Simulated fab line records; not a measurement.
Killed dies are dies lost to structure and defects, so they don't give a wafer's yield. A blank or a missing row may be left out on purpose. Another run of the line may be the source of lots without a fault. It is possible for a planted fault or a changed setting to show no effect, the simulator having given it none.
Struck lot and sound lot, side by side :: flow sky130 :: 15 steps out of a route of 708
Sound: the wafers L776.1, L776.3, L776.4. The struck wafers were L786.1, L786.4, L786.5. The cause comes at the end.
Order at every step that has rows: each side's tool, ch and its chambers, its first start. Under that, the readings that differ: sound wafers :: struck wafers :: difference of the means :: sigmas: that difference in standard deviations of wafers without a fault.
alike: a reading whose means differ by less than 2 such deviations, as well as words and numbers matching on both sides. not compared: withheld readings; readings where some wafer has no value; bounds like >300 that might hide an equal value; numbers whose values overlap and for which the record gives no deviation.
The two part at a step that has a row with sigmas, a row that says differs or no value, or rows on one side only. When numbers do not overlap yet have no deviation, they are printed without sigmas and do not part them. Lack of a reading on every wafer of one side parts them only where that side has two or more wafers.

first, 2 steps without rows for these wafers: SKY_NWELL_IMPLANT_12; SKY_NWELL_IMPLANT_13.
SKY_NWELL_STRIP_14: strips in O2/N2.
  sound on plasma-asher-03 ch 0,1, day 6 04:47; struck on plasma-asher-01 ch 0,1, day 8 21:07
reading: strip-time-to-endpoint-s (s)
sound: 36.85 36.94 36.94
struck: 37.12 37.24 37.05
difference: +0.23
sigmas: +2
  alike: drypump-motor-current-A, oes-product-au
  not compared: rf-hours-counter-h
SKY_NWELL_TW_MEAS_15:
  sound on film-metro-04, day 6 04:53; struck on film-metro-03, day 8 21:13
  alike: NWELL_TW
then, 7 steps without rows for these wafers: SKY_NWELL_DEHYDRATE_16 (time 60 s); SKY_NWELL_HMDS_17 (prime time 60 s); SKY_NWELL_COAT_18 (resist thk 3000 nm); SKY_NWELL_SOFTBAKE_19; SKY_NWELL_EXPOSE_20 (exposes mask NWM COMPLEMENT, target cd 840 nm); SKY_NWELL_PEB_21; SKY_NWELL_DEVELOP_22 (develop time 60 s).
SKY_NWELL_OVL_MEAS_23:
  sound on overlay-02, day 7 00:41; struck on overlay-01, day 9 19:33
  alike: NWELL_01_OVL
SKY_NWELL_IMPLANT_24:
  sound on implanter-02 ch 0, day 7 00:43; struck on implanter-02 ch 0, day 9 19:35
reading: dose-ions-cm2
sound: 9.185e+12 9.2e+12 9.198e+12
struck: 8.427e+12 8.416e+12 8.43e+12
difference: -7.700e+11
sigmas: -64

reading: faraday-current-uA
sound: 51.9 51.2 52.1
struck: 48.2 46.6 46.5
difference: -4.6
sigmas: -5
SKY_NWELL_STRIP_25: strips in O2/N2.
  sound on plasma-asher-02 ch 0,1, day 7 00:52; struck on plasma-asher-01 ch 0,1, day 9 19:44
reading: drypump-motor-current-A (A)
sound: 5.4 5.4 5.4
struck: 6.5 6.4 6.4
difference: +1.0
sigmas: +2
  alike: oes-product-au, strip-time-to-endpoint-s
  not compared: rf-hours-counter-h
-- the record jumps here: 41 days lie between the struck wafers' starts before and after (it left off in module NWELL and takes up again in module PAD_OPEN, whose first step shown is number 708 of the route) --
SKY_PAD_OPEN_PROBE_99:
  sound on prober-02, day 48 04:28; struck on prober-01, day 50 20:34
reading: model.etest.pfet_16v.r-on-ohm-um
sound: 1.508e+04 1.535e+04 1.51e+04
struck: 1.556e+04 1.577e+04 1.582e+04
difference: +5.400e+02
sigmas: 

reading: model.etest.res-pwell-under-gate.rs-ohm-sq
sound: 2299 2280 2282
struck: 2406 2417 2400
difference: +121
sigmas: 

reading: model.etest.field-n.vt-v (V)
sound: 35.53 36.21 35.71
struck: 33.82 34.5 34.44
difference: -1.56
sigmas: 
  alike: killed_at_M0_to_M3, killed_at_M4_up, killed-at-contacts, killed-at-front-end, killed-at-other, killed-dies, killed-open, killed-short
  not compared: model.etest.pfet_16v.drive-ua-um

## WHERE THEY PART
Last at SKY_NWELL_STRIP_25 as far as this record goes, first at SKY_NWELL_STRIP_14. Later steps at which nothing parts them and some readings are alike: SKY_PAD_OPEN_PROBE_99.

WHY: whatever the simulator had introduced
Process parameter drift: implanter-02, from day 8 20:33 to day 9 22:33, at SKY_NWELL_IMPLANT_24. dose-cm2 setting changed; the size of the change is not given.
